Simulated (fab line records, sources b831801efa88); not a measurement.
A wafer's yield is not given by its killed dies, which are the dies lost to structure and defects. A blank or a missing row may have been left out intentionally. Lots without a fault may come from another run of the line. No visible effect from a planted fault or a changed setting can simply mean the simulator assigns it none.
fab line records -- flow sky130
record lots=12, wafers=36, last_day=50
route steps=708 shown SONOS_TUNNEL@163 SONOS_ONO@185 LDD_LDN@302 POLY_CUT@315 PAD_OPEN@708
lots untouched by any fault: they come from a run of this same line in which no faults occurred
start_h: start of the lot's first displayed wafer, in hours after the record's first day -- wait_h: hours from the lot's prior step to this one -- " the same as in the row above -- L1.1+2: one row covering several wafers at once -- - no value, or no start given -- * or withheld: withheld -- < > ~ a bound
route shown NAME@n: names a module that has steps shown in the file, with the first one's number in the route -- usual: mean/standard deviation taken from wafers without a fault -- same: alike in all rows -- chamber/n: place in a boat -- sites: per-site readings -- _std_site: their standard deviation -- _edge_site: outer sites' mean less inner sites' -- radius_mm: how far each site lies from the wafer's centre -- mask NAME#n: copy n -- behind: tool/chamber where the wafer was last shaped -- hold: reason for holding the lot/hours on hold/outcome of the hold -- device: the n, p or np transistor that did not switch -- end of line: tests of these same wafers at the route's end -- a step given without rows: its recipe and nothing more -- killed: the dies lost at the first sort to structure and to defects; this is not the yield of the wafer -- map: a wafer's dies, marking killed ones x, the rest . and places with no die _
set.NAME: the setting that was run; set.NAME@STEP: the one run at that earlier step -- model.NAME: the simulator's own value behind a step, which no gauge read
one table for each step of the route and one row for each wafer, over a sample of lots
services: when a tool's chamber went out of use (start_h, in hours from the record's first day, below 0 if earlier), for how many hours, and the reason
## steps
# step SKY_SONOS_TUNNEL_IMPLANT_09
# recipe species=B, energy_kev=20, dose_cm2=1e+12, tilt_deg=withheld
# usual beam_on_s=10.00/0.19, faraday_current_uA=5.64/0.11
lot.wafer,tool,chamber,start_h,wait_h,beam_on_s,faraday_current_uA
L460.1,implanter-04,0,263.69,0.0,10.10,5.60
L460.2,implanter-04,0,263.69,0.0,9.60,5.85
L460.6,implanter-04,0,263.69,0.0,10.23,5.51
L461.1,implanter-04,0,270.28,0.0,9.95,5.68
L461.2,implanter-04,0,270.28,0.0,9.86,5.71
L461.4,implanter-04,0,270.28,0.0,9.58,5.88
L463.1,implanter-02,0,287.93,0.0,9.83,5.75
L463.3,implanter-02,0,287.93,0.0,10.12,5.55
L463.5,implanter-02,0,287.93,0.0,10.13,5.59
L468.2,implanter-04,0,326.68,0.0,8.02,7.02
L468.3,implanter-04,0,326.68,0.0,7.27,7.72
L468.4,implanter-04,0,326.68,0.0,7.73,7.31
L469.1,implanter-04,0,336.38,0.0,7.52,7.49
L469.3,implanter-04,0,336.38,0.0,7.69,7.32
L469.4,implanter-04,0,336.38,0.0,7.75,7.28
L473.2,implanter-03,0,367.15,0.0,9.92,5.68
L473.3,implanter-03,0,367.15,0.0,10.01,5.65
L473.6,implanter-03,0,367.15,0.0,10.31,5.49
L474.2,implanter-02,0,378.67,0.0,10.28,5.47
L474.3,implanter-02,0,378.67,0.0,10.07,5.60
L474.5,implanter-02,0,378.67,0.0,10.20,5.52
L475.2,implanter-03,0,383.75,0.0,9.97,5.69
L475.3,implanter-03,0,383.75,0.0,9.83,5.75
L475.5,implanter-03,0,383.75,0.0,9.70,5.81
L477.1,implanter-04,0,401.25,0.0,10.01,5.64
L477.3,implanter-04,0,401.25,0.0,10.09,5.59
L477.6,implanter-04,0,401.25,0.0,9.89,5.72
L478.3,implanter-04,0,416.04,0.1,10.14,5.55
L478.4,implanter-04,0,416.04,0.1,10.10,5.57
L478.6,implanter-04,0,416.04,0.1,9.92,5.71
L479.2,implanter-02,0,422.77,0.0,9.77,5.77
L479.3,implanter-02,0,422.77,0.0,10.21,5.53
L479.5,implanter-02,0,422.77,0.0,10.15,5.54
L481.2,implanter-02,0,436.67,0.0,9.98,5.63
L481.4,implanter-02,0,436.67,0.0,10.18,5.57
L481.6,implanter-02,0,436.67,0.0,10.00,5.61
# step SKY_SONOS_TUNNEL_TW_MEAS_12
# usual SONOS_TUNNEL_TW=196.2/2.4
lot.wafer,tool,chamber,start_h,wait_h,SONOS_TUNNEL_TW
L460.1,film_metro-04,-,264.10,0.0,200.4
L460.2,film_metro-04,-,264.10,0.0,200.2
L460.6,film_metro-04,-,264.10,0.0,198.8
L461.1,film_metro-01,-,270.70,0.0,195.1
L461.2,film_metro-01,-,270.70,0.0,194.7
L461.4,film_metro-01,-,270.70,0.0,193.9
L463.1,film_metro-01,-,288.35,0.0,194.3
L463.3,film_metro-01,-,288.35,0.0,195.4
L463.5,film_metro-01,-,288.35,0.0,194.7
L468.2,film_metro-04,-,327.07,0.0,185.7
L468.3,film_metro-04,-,327.07,0.0,186.4
L468.4,film_metro-04,-,327.07,0.0,187.0
L469.1,film_metro-03,-,336.89,0.0,180.8
L469.3,film_metro-03,-,336.89,0.0,181.5
L469.4,film_metro-03,-,336.89,0.0,180.2
L473.2,film_metro-03,-,367.55,0.0,194.5
L473.3,film_metro-03,-,367.55,0.0,195.2
L473.6,film_metro-03,-,367.55,0.0,195.0
L474.2,film_metro-01,-,379.06,0.0,194.4
L474.3,film_metro-01,-,379.06,0.0,194.3
L474.5,film_metro-01,-,379.06,0.0,195.8
L475.2,film_metro-04,-,384.27,0.0,200.4
L475.3,film_metro-04,-,384.27,0.0,200.0
L475.5,film_metro-04,-,384.27,0.0,200.7
L477.1,film_metro-03,-,401.66,0.0,195.0
L477.3,film_metro-03,-,401.66,0.0,194.2
L477.6,film_metro-03,-,401.66,0.0,195.1
L478.3,film_metro-01,-,416.42,0.0,195.2
L478.4,film_metro-01,-,416.42,0.0,194.6
L478.6,film_metro-01,-,416.42,0.0,195.2
L479.2,film_metro-01,-,423.16,0.0,195.4
L479.3,film_metro-01,-,423.16,0.0,195.9
L479.5,film_metro-01,-,423.16,0.0,195.1
L481.2,film_metro-01,-,437.06,0.0,196.4
L481.4,film_metro-01,-,437.06,0.0,195.1
L481.6,film_metro-01,-,437.06,0.0,197.0
# step SKY_SONOS_ONO_STRIP_17
# recipe chemistry=O2/N2, power_w=1400, pressure_mtorr=1500, platen_temp_c=withheld, o2_flow_sccm=3000, n2_flow_sccm=300, overash_fraction=0.5
# usual drypump_motor_current_A=5.8/0.39, oes_product_au=0.710/0.0045, strip_time_to_endpoint_s=14.12/0.038
lot.wafer,tool,chamber,start_h,wait_h,drypump_motor_current_A,oes_product_au,rf_hours_counter_h,strip_time_to_endpoint_s
L460.1,plasma_asher-02,1,294.35,0.0,6.1,0.718,18,14.04
L460.2,plasma_asher-02,0,294.35,0.0,5.8,0.704,18,14.06
L460.6,plasma_asher-02,1,294.35,0.0,6.1,0.720,-,14.03
L461.1,plasma_asher-02,0,302.53,0.0,5.8,0.709,19,14.15
L461.2,plasma_asher-02,1,302.53,0.0,6.1,0.704,19,14.17
L461.4,plasma_asher-02,1,302.53,0.0,6.1,0.711,-,14.14
L463.1,plasma_asher-02,1,318.43,0.0,6.1,0.710,20,14.12
L463.3,plasma_asher-02,0,318.43,0.0,5.8,0.711,-,14.14
L463.5,plasma_asher-02,0,318.43,0.0,5.8,0.715,-,14.14
L468.2,plasma_asher-02,0,360.87,0.0,5.8,0.714,25,14.13
L468.3,plasma_asher-02,0,360.87,0.0,5.8,0.710,-,14.12
L468.4,plasma_asher-02,1,360.87,0.0,6.1,0.710,-,14.14
L469.1,plasma_asher-02,1,369.88,0.0,6.1,0.713,25,14.11
L469.3,plasma_asher-02,1,369.88,0.0,6.1,0.709,-,14.12
L469.4,plasma_asher-02,0,369.88,0.0,5.8,0.708,-,14.08
L473.2,plasma_asher-01,1,409.83,0.0,5.6,0.705,58,14.14
L473.3,plasma_asher-01,0,409.83,0.0,6.2,0.707,-,14.15
L473.6,plasma_asher-01,1,409.83,0.0,5.6,0.701,-,14.15
L474.2,plasma_asher-02,1,415.77,0.0,6.0,0.705,30,14.11
L474.3,plasma_asher-02,1,415.77,0.0,6.1,0.711,-,14.14
L474.5,plasma_asher-02,0,415.77,0.0,5.7,0.712,-,14.10
L475.2,plasma_asher-04,0,418.41,0.0,5.8,0.708,73,14.07
L475.3,plasma_asher-04,1,418.41,0.0,4.9,0.709,-,14.07
L475.5,plasma_asher-04,1,418.41,0.0,4.9,0.705,-,14.07
L477.1,plasma_asher-02,0,448.12,0.0,5.8,0.707,33,14.09
L477.3,plasma_asher-02,0,448.12,0.0,5.7,0.719,-,14.11
L477.6,plasma_asher-02,0,448.12,0.0,5.8,0.711,-,14.12
L478.3,plasma_asher-02,0,454.70,0.0,5.8,0.710,-,14.14
L478.4,plasma_asher-02,1,454.70,0.0,6.1,0.714,-,14.05
L478.6,plasma_asher-02,0,454.70,0.0,5.8,0.715,-,14.05
L479.2,plasma_asher-01,1,460.42,0.0,5.6,0.715,63,14.16
L479.3,plasma_asher-01,1,460.42,0.0,5.6,0.711,-,14.13
L479.5,plasma_asher-01,1,460.42,0.0,5.6,0.712,-,14.11
L481.2,plasma_asher-04,1,473.14,0.0,4.9,0.713,4,14.12
L481.4,plasma_asher-04,0,473.14,0.0,5.9,0.708,-,14.13
L481.6,plasma_asher-04,1,473.14,0.0,4.9,0.714,-,14.06
# step SKY_LDD_LDN_TW_MEAS_13
# usual LDD_LDN_TW=1473/11
lot.wafer,tool,chamber,start_h,wait_h,LDD_LDN_TW
L460.1,film_metro-03,-,538.29,0.1,1480
L460.2,film_metro-03,-,538.29,0.1,1474
L460.6,film_metro-03,-,538.29,0.1,1471
L461.1,film_metro-03,-,555.33,0.1,1491
L461.2,film_metro-03,-,555.33,0.1,1478
L461.4,film_metro-03,-,555.33,0.1,1486
L463.1,film_metro-01,-,568.51,0.1,1467
L463.3,film_metro-01,-,568.51,0.1,1449
L463.5,film_metro-01,-,568.51,0.1,1454
L468.2,film_metro-01,-,610.92,0.1,1458
L468.3,film_metro-01,-,610.92,0.1,1457
L468.4,film_metro-01,-,610.92,0.1,1459
L469.1,film_metro-02,-,621.38,0.1,1481
L469.3,film_metro-02,-,621.38,0.1,1499
L469.4,film_metro-02,-,621.38,0.1,1492
L473.2,film_metro-01,-,656.54,0.1,1460
L473.3,film_metro-01,-,656.54,0.1,1470
L473.6,film_metro-01,-,656.54,0.1,1466
L474.2,film_metro-03,-,664.65,0.1,1477
L474.3,film_metro-03,-,664.65,0.1,1486
L474.5,film_metro-03,-,664.65,0.1,1478
L475.2,film_metro-03,-,670.07,0.1,1478
L475.3,film_metro-03,-,670.07,0.1,1477
L475.5,film_metro-03,-,670.07,0.1,1471
L477.1,film_metro-03,-,693.38,0.1,1465
L477.3,film_metro-03,-,693.38,0.1,1459
L477.6,film_metro-03,-,693.38,0.1,1469
L478.3,film_metro-01,-,697.03,0.1,1455
L478.4,film_metro-01,-,697.03,0.1,1460
L478.6,film_metro-01,-,697.03,0.1,1459
L479.2,film_metro-03,-,704.42,0.1,1467
L479.3,film_metro-03,-,704.42,0.1,1481
L479.5,film_metro-03,-,704.42,0.1,1478
L481.2,film_metro-01,-,742.39,0.1,1473
L481.4,film_metro-01,-,742.39,0.1,1479
L481.6,film_metro-01,-,742.39,0.1,1475
# step SKY_POLY_CUT_CD_MEAS_08
# recipe target_cd_nm=270
# usual cd_nm=270.3/1.3
lot.wafer,tool,chamber,start_h,wait_h,cd_nm
L460.1,cd_sem-02,-,596.29,-,269.9
L460.2,cd_sem-02,-,596.29,-,269.2
L460.6,cd_sem-02,-,596.29,-,268.9
L461.1,cd_sem-02,-,596.99,-,269.9
L461.2,cd_sem-02,-,596.99,-,266.9
L461.4,cd_sem-02,-,596.99,-,268.6
L463.1,cd_sem-02,-,599.64,-,271.5
L463.3,cd_sem-02,-,599.64,-,272.0
L463.5,cd_sem-02,-,599.64,-,271.0
L468.2,cd_sem-02,-,641.31,-,271.9
L468.3,cd_sem-02,-,641.31,-,270.9
L468.4,cd_sem-02,-,641.31,-,273.3
L469.1,cd_sem-01,-,650.94,-,269.8
L469.3,cd_sem-01,-,650.94,-,269.4
L469.4,cd_sem-01,-,650.94,-,268.8
L473.2,cd_sem-02,-,686.12,-,270.9
L473.3,cd_sem-02,-,686.12,-,269.1
L473.6,cd_sem-02,-,686.12,-,270.0
L474.2,cd_sem-02,-,694.56,-,270.9
L474.3,cd_sem-02,-,694.56,-,272.4
L474.5,cd_sem-02,-,694.56,-,271.1
L475.2,cd_sem-02,-,700.66,-,271.1
L475.3,cd_sem-02,-,700.66,-,268.8
L475.5,cd_sem-02,-,700.66,-,270.0
L477.1,cd_sem-01,-,723.14,-,269.6
L477.3,cd_sem-01,-,723.14,-,268.7
L477.6,cd_sem-01,-,723.14,-,269.4
L478.3,cd_sem-01,-,725.58,-,271.3
L478.4,cd_sem-01,-,725.58,-,272.0
L478.6,cd_sem-01,-,725.58,-,272.3
L479.2,cd_sem-02,-,732.91,-,271.2
L479.3,cd_sem-02,-,732.91,-,272.1
L479.5,cd_sem-02,-,732.91,-,272.4
L481.2,cd_sem-01,-,771.37,-,270.7
L481.4,cd_sem-01,-,771.37,-,272.0
L481.6,cd_sem-01,-,771.37,-,271.1
# step SKY_PAD_OPEN_PROBE_99
# usual killed_at_M0_to_M3=45/7.9, killed_at_M4_up=2.9/1.8, killed_at_contacts=25/5.5, killed_at_front_end=16/4.4, killed_at_other=0.3/0.58, killed_dies=89/9.4, killed_open=49/6.8, killed_short=40/6.3
# same gross_dies=492, killed_at_back_side=0
lot.wafer,tool,chamber,start_h,wait_h,killed_at_M0_to_M3,killed_at_M4_up,killed_at_contacts,killed_at_front_end,killed_at_other,killed_dies,killed_open,killed_short
L468.2,prober-02,-,1130.85,0.1,46,2,26,13,0,87,43,43
L468.3,prober-02,-,1130.90,0.2,39,1,28,11,0,79,52,27
L468.4,prober-02,-,1130.95,0.2,27,4,33,16,0,80,45,35
# killed by level:class
L468.2 VIA1:geometric_particle:open=9 VIA3:geometric_particle:open=9 CONTACT:geometric_particle:open=8 CONTACT:geometric_particle:short=7 VIA1:geometric_particle:short=7 METAL2:geometric_particle:short=7 LI_CONTACT:geometric_particle:open=5 METAL1:geometric_particle:short=5
L468.3 CONTACT:geometric_particle:open=14 VIA1:geometric_particle:open=10 VIA3:geometric_particle:open=7 LI_CONTACT:geometric_particle:open=6 METAL2:geometric_particle:short=5 CONTACT:geometric_particle:short=4 VIA2:geometric_particle:open=4 METAL1:geometric_particle:open=3
L468.4 CONTACT:geometric_particle:open=11 LI_CONTACT:geometric_particle:open=8 VIA1:geometric_particle:open=7 VIA2:geometric_particle:open=6 FIELD_ISO:geometric_particle:short=5 LOCAL_INTERCONNECT:geometric_particle:short=5 CONTACT:geometric_particle:short=5 METAL2:geometric_particle:short=5
## services
tool,chamber,start_h,hours,kind
implanter-02,-,289.32,6.4,repair
implanter-02,-,305.97,0.5,repair
plasma_asher-04,-,331.91,1.4,repair
implanter-02,-,332.93,4.2,pm
plasma_asher-04,-,336.84,2.8,pm
implanter-02,-,380.19,0.7,repair
implanter-02,-,380.60,4.1,repair
implanter-04,-,382.41,1.9,repair
implanter-02,-,390.34,3.7,pm
plasma_asher-04,-,405.52,1.9,repair
implanter-03,-,409.46,4.0,pm
implanter-04,-,416.25,11.3,repair
plasma_asher-04,-,421.25,9.0,pm
plasma_asher-04,0,421.25,9.0,vent_cycle
plasma_asher-04,1,421.25,9.0,vent_cycle
plasma_asher-04,0,430.25,-,clean
plasma_asher-04,1,430.25,-,clean
implanter-02,-,468.57,0.7,repair
implanter-04,-,470.08,1.6,repair
implanter-02,-,471.49,1.8,repair
## key
first_sign step=SKY_SONOS_TUNNEL_IMPLANT_09, reading=faraday_current_uA, direction=up, sigmas=15, usual=5.64, struck=7.36
effect step=SKY_SONOS_TUNNEL_IMPLANT_09, reading=beam_on_s, direction=down, sigmas=12, usual=10.00, struck=7.66
effect step=SKY_SONOS_TUNNEL_TW_MEAS_12, reading=SONOS_TUNNEL_TW, direction=down, sigmas=5.3, usual=196.2, struck=183.6
met_at SKY_SONOS_TUNNEL_IMPLANT_09
struck_lots L468,L469
tester_left_out L468,L469
not_acting_at SKY_SONOS_ONO_STRIP_17,SKY_LDD_LDN_TW_MEAS_13,SKY_POLY_CUT_CD_MEAS_08
onset_between 270.28 326.68
fault kind=process_parameter_drift, tool=implanter-04, chamber=-, onset_h=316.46, steps=SKY_SONOS_TUNNEL_IMPLANT_09, channel=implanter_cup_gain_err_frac, offset=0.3, shape=step, end_h=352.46
# tester_left_out: of these lots the tester's yield and bins aren't shown, on N5 and GAA mostly nor the transistor test; their killed dies are dies lost to structure and defects alone, not to doping, threshold or leakage, so they don't give the yield
